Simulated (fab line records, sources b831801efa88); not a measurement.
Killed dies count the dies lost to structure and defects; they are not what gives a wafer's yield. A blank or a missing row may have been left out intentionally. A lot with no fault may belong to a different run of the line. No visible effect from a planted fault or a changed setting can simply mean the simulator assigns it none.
Which of the tools did it? | flow sky130 | Sampling: 12 lots, 36 wafers, 5 of 708 route steps

WHAT EACH GAUGE READ, for each wafer
No reading from a measuring or inspecting step in the record can be judged against a usual standard deviation.

TOOL THAT RAN EACH LOT (tool first, then ch and the chambers of the sampled wafers, then the start)
lot  | SKY_SONOS_ONO_ETCH_15              | SKY_RES_PROTECT_STRIP_07             | SKY_POLY_GATE_ETCH_16              | SKY_LDD_N_DEVELOP_06              | SKY_PAD_OPEN_PROBE_99
L569 | rie-diel-01 ch 0,2,3, day 12 13:11 | plasma-asher-03 ch 0,1, day 15 00:32 | rie-diel-03 ch 1,3, day 16 05:25   | litho-track-01 ch 0, day 17 11:34 | -
L570 | rie-diel-04 ch 0,1,3, day 12 22:53 | plasma-asher-01 ch 0,1, day 15 09:32 | rie-diel-03 ch 0,1,2, day 16 14:58 | litho-track-01 ch 0, day 17 21:50 | prober-02, day 45 20:21
L574 | rie-diel-04 ch 0,1,3, day 14 11:35 | plasma-asher-03 ch 0,1, day 17 00:53 | rie-diel-03 ch 0,2,3, day 18 10:07 | litho-track-01 ch 0, day 19 21:23 | -
L578 | rie-diel-02 ch 1,3, day 15 22:53   | plasma-asher-01 ch 0,1, day 18 16:41 | rie-diel-02 ch 0,3, day 20 06:19   | litho-track-04 ch 0, day 21 15:13 | prober-01, day 48 11:16
L581 | rie-diel-02 ch 0,2, day 16 21:35   | plasma-asher-03 ch 0,1, day 19 15:14 | rie-diel-02 ch 0,2,3, day 21 00:22 | litho-track-04 ch 0, day 22 08:53 | prober-01, day 48 17:38
L584 | rie-diel-04 ch 2,3, day 17 13:56   | plasma-asher-02 ch 0,1, day 20 09:01 | rie-diel-04 ch 1,2,3, day 21 17:10 | litho-track-03 ch 0, day 23 01:50 | prober-02, day 49 07:40
L586 | rie-diel-04 ch 1,2,3, day 18 09:35 | plasma-asher-01 ch 0,1, day 21 05:53 | rie-diel-04 ch 0,1,2, day 22 14:25 | litho-track-03 ch 0, day 23 21:26 | -
L587 | rie-diel-01 ch 0,2, day 18 14:01   | plasma-asher-01 ch 0,1, day 21 11:20 | rie-diel-02 ch 0,1, day 22 18:37   | litho-track-01 ch 0, day 24 01:50 | prober-01, day 49 18:02
L589 | rie-diel-04 ch 0,1,3, day 19 15:44 | plasma-asher-02 ch 0,1, day 22 10:29 | rie-diel-03 ch 1,2, day 23 17:46   | litho-track-01 ch 0, day 25 00:20 | prober-01, day 50 05:48
L590 | rie-diel-04 ch 1,2,3, day 19 19:05 | plasma-asher-03 ch 0,1, day 22 12:02 | rie-diel-02 ch 1,2, day 23 19:19   | litho-track-04 ch 0, day 25 02:37 | -
L591 | rie-diel-01 ch 0,2,3, day 20 00:35 | plasma-asher-02 ch 0,1, day 22 17:53 | rie-diel-03 ch 1,2, day 24 02:13   | litho-track-03 ch 0, day 25 09:22 | -
L592 | rie-diel-02 ch 0,1,3, day 20 12:05 | plasma-asher-02 ch 0,1, day 23 07:41 | rie-diel-03 ch 0,1,3, day 24 15:40 | litho-track-04 ch 0, day 25 22:40 | -
- SKY_SONOS_ONO_ETCH_15: etches the open film in CHF3/O2, target depth 19.52 nm, time 7.8 s.
- SKY_RES_PROTECT_STRIP_07: strips in O2/N2.
- SKY_POLY_GATE_ETCH_16: etches Si3N4 in CH3F/O2, stops on poly-Si, time 147.5 s, target depth 75 nm.
- SKY_LDD_N_DEVELOP_06: develop time 60 s.
- SKY_PAD_OPEN_PROBE_99

AS READ BY THE TOOLS THEMSELVES (means over the sampled wafers that have a number; for cases with no such wafer, the mark the record gives instead)
SKY_SONOS_ONO_ETCH_15. Usual: drypump-motor-current-A 5.8 A, standard deviation 0.46; oes-product-au 1.003 a.u., standard deviation 0.013; throttle-valve-pct 8.826 %, standard deviation 0.0093.
lot  | tool        | drypump-motor-current-A (A) | oes-product-au (a.u.) | throttle-valve-pct (%) | flag
L569 | rie-diel-01 | 5.4                         | 1.004                 | 8.822                  |
L570 | rie-diel-04 | 6.1                         | 1.006                 | 8.821                  |
L574 | rie-diel-04 | 6.1                         | 1.001                 | 8.825                  |
L578 | rie-diel-02 | 5.7                         | 1.022                 | 8.829                  |
L581 | rie-diel-02 | 5.6                         | 0.998                 | 8.829                  |
L584 | rie-diel-04 | 6.3                         | 1.008                 | 8.825                  |
L586 | rie-diel-04 | 6.2                         | 1.010                 | 8.828                  |
L587 | rie-diel-01 | 5.5                         | 0.995                 | 8.834                  |
L589 | rie-diel-04 | 6.1                         | 1.006                 | 8.822                  |
L590 | rie-diel-04 | 6.2                         | 1.005                 | 8.826                  |
L591 | rie-diel-01 | 5.4                         | 1.000                 | 8.819                  |
L592 | rie-diel-02 | 5.8                         | 1.015                 | 8.830                  |

SKY_RES_PROTECT_STRIP_07. Usual: drypump-motor-current-A 5.6 A, standard deviation 0.38; oes-product-au 0.518 a.u., standard deviation 0.0044; strip-time-to-endpoint-s 23.30 s, standard deviation 0.037.
lot  | tool            | drypump-motor-current-A (A) | oes-product-au (a.u.) | strip-time-to-endpoint-s (s) | flag
L569 | plasma-asher-03 | 5.6                         | 0.521                 | 23.28                        |
L570 | plasma-asher-01 | 5.5                         | 0.522                 | 23.31                        |
L574 | plasma-asher-03 | 5.7                         | 0.518                 | 23.31                        |
L578 | plasma-asher-01 | 5.9                         | 0.515                 | 23.35                        |
L581 | plasma-asher-03 | 5.7                         | 0.519                 | 23.24                        |
L584 | plasma-asher-02 | 5.6                         | 0.516                 | 23.29                        |
L586 | plasma-asher-01 | 5.9                         | 0.519                 | 23.31                        |
L587 | plasma-asher-01 | 5.6                         | 0.517                 | 23.31                        |
L589 | plasma-asher-02 | 5.4                         | 0.515                 | 23.35                        |
L590 | plasma-asher-03 | 5.7                         | 0.518                 | 23.27                        |
L591 | plasma-asher-02 | 5.4                         | 0.513                 | 23.32                        |
L592 | plasma-asher-02 | 5.4                         | 0.520                 | 23.33                        |

SKY_POLY_GATE_ETCH_16. Usual: ch3f-flow-sccm 39.99 sccm, standard deviation 0.13; drypump-motor-current-A 5.6 A, standard deviation 0.43; oes-product-au 0.642 a.u., standard deviation 0.0049; throttle-valve-pct 10.535 %, standard deviation 0.0085.
lot  | tool        | ch3f-flow-sccm (sccm) | drypump-motor-current-A (A) | oes-product-au (a.u.) | throttle-valve-pct (%) | flag
L569 | rie-diel-03 | 40.03                 | 5.1                         | 0.639                 | 10.535                 |
L570 | rie-diel-03 | 39.95                 | 5.4                         | 0.646                 | 10.536                 |
L574 | rie-diel-03 | 39.99                 | 5.4                         | 0.647                 | 10.537                 |
L578 | rie-diel-02 | 39.94                 | 5.7                         | 0.645                 | 10.530                 |
L581 | rie-diel-02 | 40.03                 | 5.6                         | 0.640                 | 10.530                 |
L584 | rie-diel-04 | 39.94                 | 6.2                         | 0.639                 | 10.546                 |
L586 | rie-diel-04 | 39.83                 | 6.3                         | 0.633                 | 10.533                 |
L587 | rie-diel-02 | 40.01                 | 5.9                         | 0.643                 | 10.530                 |
L589 | rie-diel-03 | 40.03                 | 5.3                         | 0.645                 | 10.542                 |
L590 | rie-diel-02 | 39.92                 | 5.6                         | 0.636                 | 10.539                 |
L591 | rie-diel-03 | 39.91                 | 5.3                         | 0.640                 | 10.537                 |
L592 | rie-diel-03 | 39.99                 | 5.2                         | 0.638                 | 10.539                 |

SKY_LDD_N_DEVELOP_06. Usual: developer-temp-C 22.99 C, standard deviation 0.099; resist-line-temp-C 22.99 C, standard deviation 0.11.
lot  | tool           | developer-temp-C (C) | resist-line-temp-C (C) | flag
L569 | litho-track-01 | 23.08                | 22.87                  |
L570 | litho-track-01 | 23.04                | 23.06                  |
L574 | litho-track-01 | 23.07                | 23.19                  |
L578 | litho-track-04 | 22.18                | 22.94                  | OFF
L581 | litho-track-04 | 22.08                | 22.97                  | OFF
L584 | litho-track-03 | 23.10                | 23.01                  |
L586 | litho-track-03 | 23.08                | 22.90                  |
L587 | litho-track-01 | 22.95                | 22.99                  |
L589 | litho-track-01 | 23.05                | 22.86                  |
L590 | litho-track-04 | 22.89                | 23.12                  |
L591 | litho-track-03 | 22.87                | 22.94                  |
L592 | litho-track-04 | 22.95                | 22.79                  |

SKY_PAD_OPEN_PROBE_99. Usual: killed_at_M0_to_M3 44, standard deviation 6.6; killed_at_M4_up 2.9, standard deviation 1.8; killed-at-contacts 24, standard deviation 4.8; killed-at-front-end 15, standard deviation 4.5; killed-at-other 0.3, standard deviation 0.64; killed-dies 86, standard deviation 8.7; killed-open 47, standard deviation 6.5; killed-short 39, standard deviation 5.8.
lot  | tool      | killed_at_M0_to_M3 | killed_at_M4_up | killed-at-contacts | killed-at-front-end | killed-at-other | killed-dies | killed-open | killed-short | flag
L570 | prober-02 | 40                 | 4.7             | 24                 | 18                  | 1.0             | 88          | 49          | 38           |
L578 | prober-01 | 39                 | 2.3             | 22                 | 16                  | 0.0             | 80          | 44          | 36           |
L581 | prober-01 | 47                 | 3.7             | 24                 | 12                  | 0.3             | 87          | 44          | 43           |
L584 | prober-02 | 44                 | 2.0             | 25                 | 13                  | 0.3             | 84          | 47          | 37           |
L587 | prober-01 | 49                 | 4.7             | 22                 | 14                  | 0.3             | 90          | 49          | 41           |
L589 | prober-01 | 43                 | 2.3             | 26                 | 15                  | 0.3             | 87          | 47          | 39           |

THE ANSWER, worked out from the rows above alone
Rule: take the mean of a lot's wafers that have a number; if it is more than 3 standard deviations from the usual mean, the lot is off. A lot without any number at a reading at which 4 lots or more have one is off too. All remaining lots with rows at the step are treated as sound. After the gauges, taken in route order, come the tools' own readings; for these a lot's mean is taken, as printed above. At the first step where some lot is off, the reading lying furthest off is the one used; lots without a number count as furthest.
Off at SKY_LDD_N_DEVELOP_06 (developer-temp-C): L578, L581.
If a tool, at that step or one of the process steps before it, ran each lot that is off and ran no sound lot following the first of them, it fits. Of those tried, none fits.

WHAT HAD BEEN PUT IN BY THE SIMULATOR
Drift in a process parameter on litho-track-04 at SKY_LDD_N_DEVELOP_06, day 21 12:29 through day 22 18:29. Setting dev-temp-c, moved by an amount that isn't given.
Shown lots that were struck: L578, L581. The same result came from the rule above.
